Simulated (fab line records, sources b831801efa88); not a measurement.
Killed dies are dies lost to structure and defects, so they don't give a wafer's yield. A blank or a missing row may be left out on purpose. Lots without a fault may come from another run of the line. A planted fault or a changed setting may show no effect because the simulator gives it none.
fab line records | flow gf180mcu | part 1 of 2: steps 1 to 43 of 44
record lots=7 wafers=21 last_day=33
route steps=602 shown POLY_GATE@173 HV_LDD@176 PASSIVATION@602
lots that met no fault: from a run of the same line without faults
start_h: hours from the record's first day to the start of the lot's first wafer shown | wait_h: hours since the lot's step before | " the same as in the row above | L1.1+2: a row that stands for several wafers | - no value, or no start given | * or withheld: withheld | < > ~ a bound
route shown NAME@n: a module of which the file shows steps, and the number in the route of the first | usual: mean/standard deviation of fault-free wafers | same: alike in all rows | chamber/n: place in a boat | sites: the reading at each site | _std_site: their standard deviation | _edge_site: outer sites' mean less inner sites' | radius_mm: how far each site lies from the wafer's centre | mask NAME#n: copy n | behind: the tool/chamber that last shaped the wafer | hold: why the lot was held/for how many hours/how that ended | device: the transistor (n, p or np) that didn't switch | end of line: the same wafers' tests at the end of the route | a step without rows: its recipe alone | killed: dies lost to structure and defects at the first sort, not the wafer's yield | map: a wafer's dies, x killed, . not, _ none there
set.NAME: the setting as run; set.NAME@STEP: as run at that earlier step | model.NAME: the simulator's own value behind a step, which no gauge read
lots at some steps of the route; a table a step, a row a wafer
services: from which hour (start_h, from the record's first day; less than 0 if before it) a tool's chamber was out of use, for how many hours, and why
## steps
# step GF_POLY_GATE_OXIDATION_16
# recipe temp_c=850 ambient=O2 stabilise_s=600 purge_s=300 target_thk_a=40 ox_time_s=899
# step GF_POLY_GATE_THK_MEAS_17
# recipe reads=SiO2_of_POLY_GATE_OXIDATION_16
# usual POLY_GATE_OXIDATION_THK=4.02/0.093
# columns lot.wafer tool chamber start_h wait_h POLY_GATE_OXIDATION_THK[nm]
L842.1 film_metro-03 - 207.41 0.0 4.03
L842.2 " - " " 3.94
L842.6 " - " " 3.89
L846.1 film_metro-01 - 237.74 0.0 3.90
L846.4 " - " " 3.84
L846.6 " - " " 3.95
L847.2 film_metro-03 - 247.42 0.0 3.90
L847.3 " - " " 3.98
L847.5 " - " " 4.03
L848.3 film_metro-02 - 247.47 0.1 4.02
L848.5 " - " " 4.05
L848.6 " - " " 4.07
L856.3 film_metro-01 - 302.53 0.0 4.02
L856.4 " - " " 4.08
L856.6 " - " " 4.08
L859.1 film_metro-03 - 318.89 0.0 3.97
L859.3 " - " " 3.99
L859.6 " - " " 4.03
L863.4 film_metro-03 - 344.38 0.0 4.01
L863.5 " - " " 3.92
L863.6 " - " " 4.03
# step GF_POLY_GATE_CD_MEAS_18
# usual cd_nm=279.9/2.1
# columns lot.wafer tool chamber start_h wait_h cd_nm
L842.1 cd_sem-02 - 207.47 0.1 279.5
L842.2 " - " " 282.3
L842.6 " - " " 281.4
L846.1 cd_sem-01 - 237.80 0.1 281.7
L846.4 " - " " 279.7
L846.6 " - " " 282.7
L847.2 cd_sem-01 - 247.50 0.1 277.6
L847.3 " - " " 282.4
L847.5 " - " " 278.2
L848.3 cd_sem-02 - 247.62 0.1 278.5
L848.5 " - " " 282.4
L848.6 " - " " 278.6
L856.3 cd_sem-01 - 302.63 0.1 281.2
L856.4 " - " " 276.0
L856.6 " - " " 282.0
L859.1 cd_sem-01 - 318.95 0.1 282.8
L859.3 " - " " 277.2
L859.6 " - " " 281.6
L863.4 cd_sem-02 - 344.49 0.1 281.2
L863.5 " - " " 281.4
L863.6 " - " " 279.2
# step GF_HV_LDD_DEHYDRATE_00
# recipe temp_c=200 time_s=60
# step GF_HV_LDD_HMDS_01
# recipe prime_time_s=60 prime_temp_c=120
# step GF_HV_LDD_COAT_02
# recipe resist=NOVOLAK spin_rpm=3000 resist_thk_nm=1000
# step GF_HV_LDD_SOFTBAKE_03
# recipe temp_c=90 time_s=60 resist=NOVOLAK
# step GF_HV_LDD_EXPOSE_04
# recipe mask_id=Nplus_LV_AREA target_cd_nm=400 na=0.6 source_shape=conventional sigma_outer=0.6 dose_mj=140
# step GF_HV_LDD_PEB_05
# recipe temp_c=withheld time_s=* resist=NOVOLAK
# step GF_HV_LDD_DEVELOP_06
# recipe develop_time_s=60 dev_temp_c=23
# step GF_HV_LDD_CD_MEAS_07
# recipe target_cd_nm=400
# usual cd_nm=399.5/2
# columns lot.wafer tool chamber start_h wait_h cd_nm
L842.1 cd_sem-02 - 224.04 0.1 401.1
L842.2 " - " " 400.5
L842.6 " - " " 399.2
L846.1 cd_sem-01 - 254.36 0.1 398.0
L846.4 " - " " 400.4
L846.6 " - " " 399.2
L847.2 cd_sem-01 - 264.02 0.1 401.1
L847.3 " - " " 400.2
L847.5 " - " " 400.5
L848.3 cd_sem-02 - 265.08 0.1 396.3
L848.5 " - " " 397.3
L848.6 " - " " 397.3
L856.3 cd_sem-02 - 322.79 0.1 401.6
L856.4 " - " " 402.2
L856.6 " - " " 401.0
L859.1 cd_sem-02 - 340.14 0.1 401.7
L859.3 " - " " 399.0
L859.6 " - " " 398.5
L863.4 cd_sem-02 - 366.80 0.1 397.1
L863.5 " - " " 398.1
L863.6 " - " " 397.5
# step GF_HV_LDD_OVL_MEAS_08
# usual HV_LDD_OVL=-0.5/1.3
# columns lot.wafer tool chamber start_h wait_h HV_LDD_OVL[nm]
L842.1 overlay-02 - 224.16 0.1 0.1
L842.2 " - " " -1.8
L842.6 " - " " 0.3
L846.1 overlay-01 - 254.48 0.1 2.1
L846.4 " - " " 1.1
L846.6 " - " " -0.2
L847.2 overlay-01 - 264.13 0.1 -0.5
L847.3 " - " " -1.9
L847.5 " - " " -1.7
L848.3 overlay-02 - 265.17 0.1 -0.7
L848.5 " - " " 1.6
L848.6 " - " " 0.8
L856.3 overlay-01 - 322.89 0.1 -0.3
L856.4 " - " " -2.0
L856.6 " - " " -2.3
L859.1 overlay-02 - 340.26 0.1 0.7
L859.3 " - " " 2.0
L859.6 " - " " 1.8
L863.4 overlay-02 - 366.88 0.1 0.6
L863.5 " - " " -1.1
L863.6 " - " " 1.9
# step GF_HV_LDD_IMPLANT_09
# recipe species=As energy_kev=40 dose_cm2=1e+14 tilt_deg=7
# columns lot.wafer tool chamber start_h wait_h
L842.1+2+6 implanter-01 0 224.20 0.0
L846.1+4+6 implanter-01 0 254.51 0.0
L847.2+3+5 implanter-01 0 264.19 0.0
L848.3+5+6 implanter-01 0 265.24 0.1
L856.3+4+6 implanter-02 0 322.96 0.1
L859.1+3+6 implanter-02 0 340.30 0.0
L863.4+5+6 implanter-01 0 366.97 0.1
# step GF_HV_LDD_STRIP_10
# recipe chemistry=O2/N2 power_w=1400 pressure_mtorr=1500 platen_temp_c=250 o2_flow_sccm=3000 n2_flow_sccm=300 overash_fraction=0.5
# usual drypump_motor_current_A=5.7/0.33 heater_power_w=319/32 n2_flow_sccm=300.0/0.81 oes_product_au=0.716/0.0039 strip_time_to_endpoint_s=12.63/0.031
# columns lot.wafer tool chamber start_h wait_h drypump_motor_current_A heater_power_w n2_flow_sccm oes_product_au rf_hours_counter_h strip_time_to_endpoint_s
L842.1 plasma_asher-04 0 224.35 0.1 6.5 276 299.9 0.718 12 12.61
L842.2 " 1 " " 5.7 325 300.0 0.712 12 12.62
L842.6 " 0 " " 6.4 276 299.7 0.717 - 12.63
L846.1 plasma_asher-01 1 254.66 0.1 5.3 308 300.1 0.717 49 12.68
L846.4 " 0 " " 5.6 307 298.6 0.712 - 12.67
L846.6 " 1 " " 5.4 316 299.5 0.712 - 12.70
L847.2 plasma_asher-01 0 264.31 0.1 5.5 295 298.3 0.715 50 12.64
L847.3 " 1 " " 5.3 308 298.4 0.716 - 12.63
L847.5 " 1 " " 5.4 315 298.5 0.711 - 12.68
L848.3 plasma_asher-01 1 265.37 0.1 5.4 309 302.5 0.719 - 12.64
L848.5 " 1 " " 5.4 318 300.8 0.716 - 12.64
L848.6 " 0 " " 5.5 303 299.6 0.717 - 12.64
L856.3 plasma_asher-01 1 323.09 0.1 5.4 317 300.2 0.712 - 12.62
L856.4 " 0 " " 5.5 301 300.5 0.717 - 12.57
L856.6 " 1 " " 5.4 309 298.6 0.714 - 12.63
L859.1 plasma_asher-02 1 340.45 0.1 5.7 332 298.8 0.706 66 12.67
L859.3 " 1 " " 5.7 335 301.0 0.713 - 12.68
L859.6 " 1 " " 5.7 333 300.5 0.715 - 12.69
L863.4 plasma_asher-01 0 367.08 0.1 5.5 293 300.6 0.719 - 12.62
L863.5 " 1 " " 5.3 312 300.5 0.718 - 12.63
L863.6 " 0 " " 5.6 305 300.5 0.718 - 12.65
# step GF_HV_LDD_TW_MEAS_11
# usual HV_LDD_TW=2427/9.5
# columns lot.wafer tool chamber start_h wait_h HV_LDD_TW
L842.1 film_metro-03 - 224.45 0.1 2444
L842.2 " - " " 2428
L842.6 " - " " 2437
L846.1 film_metro-01 - 254.76 0.1 2413
L846.4 " - " " 2404
L846.6 " - " " 2419
L847.2 film_metro-04 - 264.42 0.1 2432
L847.3 " - " " 2436
L847.5 " - " " 2428
L848.3 film_metro-03 - 265.46 0.1 2423
L848.5 " - " " 2436
L848.6 " - " " 2433
L856.3 film_metro-01 - 323.18 0.1 2424
L856.4 " - " " 2422
L856.6 " - " " 2418
L859.1 film_metro-01 - 340.55 0.1 2416
L859.3 " - " " 2424
L859.6 " - " " 2422
L863.4 film_metro-01 - 367.18 0.1 2415
L863.5 " - " " 2414
L863.6 " - " " 2410
# step GF_HV_LDD_DEHYDRATE_12
# recipe temp_c=200 time_s=60
# step GF_HV_LDD_HMDS_13
# recipe prime_time_s=60 prime_temp_c=120
# step GF_HV_LDD_COAT_14
# recipe resist=NOVOLAK spin_rpm=3000 resist_thk_nm=1000
# step GF_HV_LDD_SOFTBAKE_15
# recipe temp_c=90 time_s=60 resist=NOVOLAK
# step GF_HV_LDD_EXPOSE_16
# recipe mask_id=Pplus_LV_AREA target_cd_nm=400 na=0.6 source_shape=conventional sigma_outer=0.6 dose_mj=140
# step GF_HV_LDD_PEB_17
# recipe temp_c=withheld time_s=* resist=NOVOLAK
# step GF_HV_LDD_DEVELOP_18
# recipe develop_time_s=60 dev_temp_c=23
# step GF_HV_LDD_CD_MEAS_19
# recipe target_cd_nm=400
# usual cd_nm=399.7/2.5
# columns lot.wafer tool chamber start_h wait_h cd_nm
L842.1 cd_sem-01 - 241.29 0.1 399.7
L842.2 " - " " 399.3
L842.6 " - " " 399.6
L846.1 cd_sem-01 - 272.79 0.1 401.2
L846.4 " - " " 400.5
L846.6 " - " " 401.7
L847.2 cd_sem-01 - 282.16 0.1 396.0
L847.3 " - " " 397.2
L847.5 " - " " 396.9
L848.3 cd_sem-01 - 283.74 0.1 401.7
L848.5 " - " " 401.0
L848.6 " - " " 400.0
L856.3 cd_sem-02 - 344.13 0.1 399.3
L856.4 " - " " 398.6
L856.6 " - " " 400.0
L859.1 cd_sem-02 - 362.24 0.1 398.3
L859.3 " - " " 397.1
L859.6 " - " " 398.8
L863.4 cd_sem-02 - 389.01 0.1 399.6
L863.5 " - " " 398.6
L863.6 " - " " 398.3
# step GF_HV_LDD_OVL_MEAS_20
# usual HV_LDD_01_OVL=0.1/1.5
# columns lot.wafer tool chamber start_h wait_h HV_LDD_01_OVL[nm]
L842.1 overlay-02 - 241.41 0.1 2.8
L842.2 " - " " 3.1
L842.6 " - " " 1.1
L846.1 overlay-02 - 272.91 0.1 0.3
L846.4 " - " " 0.6
L846.6 " - " " -0.5
L847.2 overlay-02 - 282.27 0.1 0.6
L847.3 " - " " 2.5
L847.5 " - " " 2.8
L848.3 overlay-02 - 283.84 0.1 0.3
L848.5 " - " " 0.0
L848.6 " - " " 1.3
L856.3 overlay-01 - 344.22 0.1 -1.6
L856.4 " - " " 2.0
L856.6 " - " " -0.9
L859.1 overlay-02 - 362.36 0.1 -0.8
L859.3 " - " " -2.3
L859.6 " - " " -0.2
L863.4 overlay-01 - 389.09 0.1 1.7
L863.5 " - " " 1.9
L863.6 " - " " 0.0
# step GF_HV_LDD_IMPLANT_21
# recipe species=BF2 energy_kev=25 dose_cm2=5e+13 tilt_deg=7
# step GF_HV_LDD_STRIP_22
# recipe chemistry=O2/N2 power_w=1400 pressure_mtorr=1500 platen_temp_c=250 o2_flow_sccm=3000 n2_flow_sccm=300 overash_fraction=0.5
# usual drypump_motor_current_A=5.7/0.36 heater_power_w=319/32 n2_flow_sccm=299.9/0.95 oes_product_au=0.716/0.0047 strip_time_to_endpoint_s=12.630/0.027
# columns lot.wafer tool chamber start_h wait_h drypump_motor_current_A heater_power_w n2_flow_sccm oes_product_au rf_hours_counter_h strip_time_to_endpoint_s
L842.1 plasma_asher-04 0 241.59 0.1 6.4 266 299.5 0.722 14 12.603
L842.2 " 1 " " 5.7 314 299.2 0.714 14 12.623
L842.6 " 0 " " 6.4 273 299.3 0.715 - 12.606
L846.1 plasma_asher-02 1 273.09 0.1 5.7 342 300.4 0.714 59 12.607
L846.4 " 0 " " 5.5 374 298.4 0.712 - 12.611
L846.6 " 1 " " 5.7 329 300.9 0.726 - 12.598
L847.2 plasma_asher-04 1 282.45 0.1 5.7 329 299.0 0.722 19 12.611
L847.3 " 1 " " 5.7 324 297.9 0.715 - 12.595
L847.5 " 1 " " 5.7 321 297.3 0.712 - 12.600
L848.3 plasma_asher-01 1 284.04 0.1 5.3 305 300.2 0.718 - 12.596
L848.5 " 1 " " 5.3 306 300.9 0.716 - 12.624
L848.6 " 0 " " 5.5 315 300.2 0.709 - 12.627
L856.3 plasma_asher-02 1 344.43 0.1 5.7 330 301.4 0.711 - 12.622
L856.4 " 0 " " 5.5 378 299.9 0.715 - 12.575
L856.6 " 0 " " 5.5 372 301.2 0.713 - 12.605
L859.1 plasma_asher-01 0 362.55 0.1 5.5 299 299.4 0.722 61 12.562
L859.3 " 0 " " 5.5 302 300.6 0.717 - 12.605
L859.6 " 1 " " 5.3 306 301.7 0.716 - 12.639
L863.4 plasma_asher-02 1 389.29 0.1 5.7 335 298.4 0.721 - 12.632
L863.5 " 1 " " 5.7 330 299.4 0.714 - 12.665
L863.6 " 0 " " 5.5 387 299.2 0.716 - 12.662
# step GF_HV_LDD_TW_MEAS_23
# usual HV_LDD_2_TW=1063/4.3
# columns lot.wafer tool chamber start_h wait_h HV_LDD_2_TW
L842.1 film_metro-03 - 241.69 0.1 1066
L842.2 " - " " 1062
L842.6 " - " " 1060
L846.1 film_metro-03 - 273.19 0.1 1067
L846.4 " - " " 1062
L846.6 " - " " 1068
L847.2 film_metro-01 - 282.56 0.1 1061
L847.3 " - " " 1065
L847.5 " - " " 1058
L848.3 film_metro-03 - 284.13 0.1 1068
L848.5 " - " " 1068
L848.6 " - " " 1068
L856.3 film_metro-01 - 344.52 0.1 1059
L856.4 " - " " 1051
L856.6 " - " " 1062
L859.1 film_metro-03 - 362.65 0.1 1064
L859.3 " - " " 1065
L859.6 " - " " 1067
L863.4 film_metro-01 - 389.39 0.1 1060
L863.5 " - " " 1057
L863.6 " - " " 1062
# step GF_HV_LDD_DEHYDRATE_24
# recipe temp_c=200 time_s=60
# step GF_HV_LDD_HMDS_25
# recipe prime_time_s=60 prime_temp_c=120
# step GF_HV_LDD_COAT_26
# recipe resist=NOVOLAK spin_rpm=3000 resist_thk_nm=1000
# step GF_HV_LDD_SOFTBAKE_27
# recipe temp_c=90 time_s=60 resist=NOVOLAK
# step GF_HV_LDD_EXPOSE_28
# recipe mask_id=Nplus_HV_AREA target_cd_nm=400 na=0.6 source_shape=conventional sigma_outer=0.6 dose_mj=140
# step GF_HV_LDD_PEB_29
# recipe temp_c=withheld time_s=* resist=NOVOLAK
# step GF_HV_LDD_DEVELOP_30
# recipe develop_time_s=60 dev_temp_c=23
# step GF_HV_LDD_CD_MEAS_31
# recipe target_cd_nm=400
# usual cd_nm=400.1/2.1
# columns lot.wafer tool chamber start_h wait_h cd_nm
L842.1 cd_sem-01 - 260.11 0.1 396.6
L842.2 " - " " 397.9
L842.6 " - " " 398.7
L846.1 cd_sem-02 - 290.79 0.1 398.5
L846.4 " - " " 400.7
L846.6 " - " " 398.7
L847.2 cd_sem-02 - 301.76 0.1 397.7
L847.3 " - " " 397.4
L847.5 " - " " 395.7
L848.3 cd_sem-02 - 302.78 0.3 396.2
L848.5 " - " " 397.0
L848.6 " - " " 399.7
L856.3 cd_sem-01 - 366.79 0.1 400.5
L856.4 " - " " 397.4
L856.6 " - " " 398.0
L859.1 cd_sem-01 - 385.03 0.1 403.7
L859.3 " - " " 402.3
L859.6 " - " " 401.5
L863.4 cd_sem-01 - 411.95 0.1 401.0
L863.5 " - " " 401.3
L863.6 " - " " 401.2
# step GF_HV_LDD_OVL_MEAS_32
# usual HV_LDD_02_OVL=0.7/1.2
# columns lot.wafer tool chamber start_h wait_h HV_LDD_02_OVL[nm]
L842.1 overlay-02 - 260.23 0.1 1.6
L842.2 " - " " 1.6
L842.6 " - " " 1.1
L846.1 overlay-01 - 290.91 0.1 1.9
L846.4 " - " " 2.6
L846.6 " - " " 1.1
L847.2 overlay-02 - 301.87 0.1 -1.7
L847.3 " - " " -0.6
L847.5 " - " " -0.4
L848.3 overlay-01 - 302.88 0.1 1.5
L848.5 " - " " 0.6
L848.6 " - " " -0.1
L856.3 overlay-01 - 366.88 0.1 0.6
L856.4 " - " " -0.5
L856.6 " - " " 1.4
L859.1 overlay-02 - 385.15 0.1 1.4
L859.3 " - " " 2.5
L859.6 " - " " 4.3
L863.4 overlay-01 - 412.03 0.1 -0.3
L863.5 " - " " -1.0
L863.6 " - " " 0.2
# step GF_HV_LDD_IMPLANT_33
# recipe species=P energy_kev=60 dose_cm2=7.5e+12 tilt_deg=30 rotation_deg=0
# step GF_HV_LDD_IMPLANT_34
# recipe species=P energy_kev=60 dose_cm2=7.5e+12 tilt_deg=30 rotation_deg=90
# step GF_HV_LDD_IMPLANT_35
# recipe species=P energy_kev=60 dose_cm2=7.5e+12 tilt_deg=30 rotation_deg=180
# step GF_HV_LDD_IMPLANT_36
# recipe species=P energy_kev=60 dose_cm2=7.5e+12 tilt_deg=30 rotation_deg=270
# step GF_HV_LDD_STRIP_37
# recipe chemistry=O2/N2 power_w=1400 pressure_mtorr=1500 platen_temp_c=250 o2_flow_sccm=3000 n2_flow_sccm=300 overash_fraction=0.5
# usual drypump_motor_current_A=5.7/0.33 heater_power_w=318/30 n2_flow_sccm=300.1/0.9 oes_product_au=0.716/0.0047 strip_time_to_endpoint_s=12.64/0.035
# columns lot.wafer tool chamber start_h wait_h drypump_motor_current_A heater_power_w n2_flow_sccm oes_product_au rf_hours_counter_h strip_time_to_endpoint_s
L842.1 plasma_asher-01 0 260.86 0.1 5.5 301 299.0 0.716 49 12.69
L842.2 " 1 " " 5.4 315 300.2 0.724 49 12.67
L842.6 " 1 " " 5.4 314 299.3 0.718 - 12.67
L846.1 plasma_asher-02 0 291.54 0.1 5.5 377 301.1 0.723 61 12.65
L846.4 " 0 " " 5.5 363 300.5 0.723 - 12.66
L846.6 " 1 " " 5.7 347 299.4 0.719 - 12.66
L847.2 plasma_asher-01 1 302.50 0.1 5.4 310 301.3 0.711 54 12.63
L847.3 " 0 " " 5.5 296 300.7 0.716 - 12.67
L847.5 " 0 " " 5.5 300 300.4 0.708 - 12.68
L848.3 plasma_asher-01 0 303.53 0.1 5.6 294 299.6 0.717 - 12.69
L848.5 " 1 " " 5.4 308 300.2 0.717 - 12.71
L848.6 " 0 " " 5.6 303 299.3 0.728 - 12.68
L856.3 plasma_asher-01 0 367.54 0.1 5.6 303 301.8 0.720 - 12.66
L856.4 " 1 " " 5.4 315 300.0 0.722 - 12.64
L856.6 " 1 " " 5.3 302 299.2 0.715 - 12.65
L859.1 plasma_asher-02 0 385.79 0.1 5.5 371 300.7 0.714 71 12.59
L859.3 " 1 " " 5.7 333 301.6 0.719 - 12.59
L859.6 " 1 " " 5.7 338 300.2 0.713 - 12.57
L863.4 plasma_asher-02 0 412.68 0.1 5.5 377 300.2 0.720 - 12.71
L863.5 " 0 " " 5.5 360 302.0 0.725 - 12.68
L863.6 " 1 " " 5.7 338 301.3 0.715 - 12.70
# step GF_HV_LDD_TW_MEAS_38
# usual HV_LDD_3_TW=1445/5.6
# columns lot.wafer tool chamber start_h wait_h HV_LDD_3_TW
L842.1 film_metro-04 - 260.96 0.1 1450
L842.2 " - " " 1453
L842.6 " - " " 1450
L846.1 film_metro-03 - 291.64 0.1 1442
L846.4 " - " " 1443
L846.6 " - " " 1442
L847.2 film_metro-04 - 302.61 0.1 1445
L847.3 " - " " 1441
L847.5 " - " " 1452
L848.3 film_metro-01 - 303.62 0.1 1462
L848.5 " - " " 1449
L848.6 " - " " 1445
L856.3 film_metro-04 - 367.63 0.1 1444
L856.4 " - " " 1447
L856.6 " - " " 1452
L859.1 film_metro-01 - 385.89 0.1 1446
L859.3 " - " " 1436
L859.6 " - " " 1439
L863.4 film_metro-04 - 412.78 0.1 1456
L863.5 " - " " 1456
L863.6 " - " " 1455
# step GF_HV_LDD_RS_MEAS_53
# recipe thk_meas_gauge=four-point-probe
# usual HV_LDD_RS=418.6/0.8
# columns lot.wafer tool chamber start_h wait_h HV_LDD_RS[ohm/sq]
L842.1 film_metro-03 - 279.03 0.1 419.0
L842.2 " - " " 417.4
L842.6 " - " " 417.9
L846.1 film_metro-01 - 311.13 0.1 422.7
L846.4 " - " " 423.2
L846.6 " - " " 422.5
L847.2 film_metro-01 - 322.89 0.1 420.7
L847.3 " - " " 421.8
L847.5 " - " " 422.2
L848.3 film_metro-04 - 324.19 0.1 422.0
L848.5 " - " " 421.5
L848.6 " - " " 422.0
L856.3 film_metro-03 - 390.41 0.1 417.9
L856.4 " - " " 417.4
L856.6 " - " " 416.7
L859.1 film_metro-01 - 409.59 0.1 418.7
L859.3 " - " " 418.1
L859.6 " - " " 418.0
L863.4 film_metro-01 - 437.03 0.1 417.6
L863.5 " - " " 418.0
L863.6 " - " " 418.0
## key
first_sign step=GF_HV_LDD_RS_MEAS_53 reading=HV_LDD_RS direction=up sigmas=4.3 usual=418.6 struck=422.1
effect none on later readings
model_effect step=GF_PASSIVATION_PROBE_99 value=etest.nldd_3p3.rs_ohm_sq_range without=15.86 struck=80.81
met_at GF_HV_LDD_IMPLANT_09
struck_wafers L846.1,L846.4,L846.6,L847.2,L847.3,L847.5,L848.3,L848.5,L848.6
tester_left_out L846,L847,L848
onset_between 224.20 254.51
fault kind=process_parameter_drift tool=implanter-01 chamber=- onset_h=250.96 steps=GF_HV_LDD_IMPLANT_09 channel=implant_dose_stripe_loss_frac offset=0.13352 shape=step end_h=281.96
# tester_left_out: of these lots the tester's yield and bins aren't shown, on N5 and GAA mostly nor the transistor test; their killed dies are dies lost to structure and defects alone, not to doping, threshold or leakage, so they don't give the yield
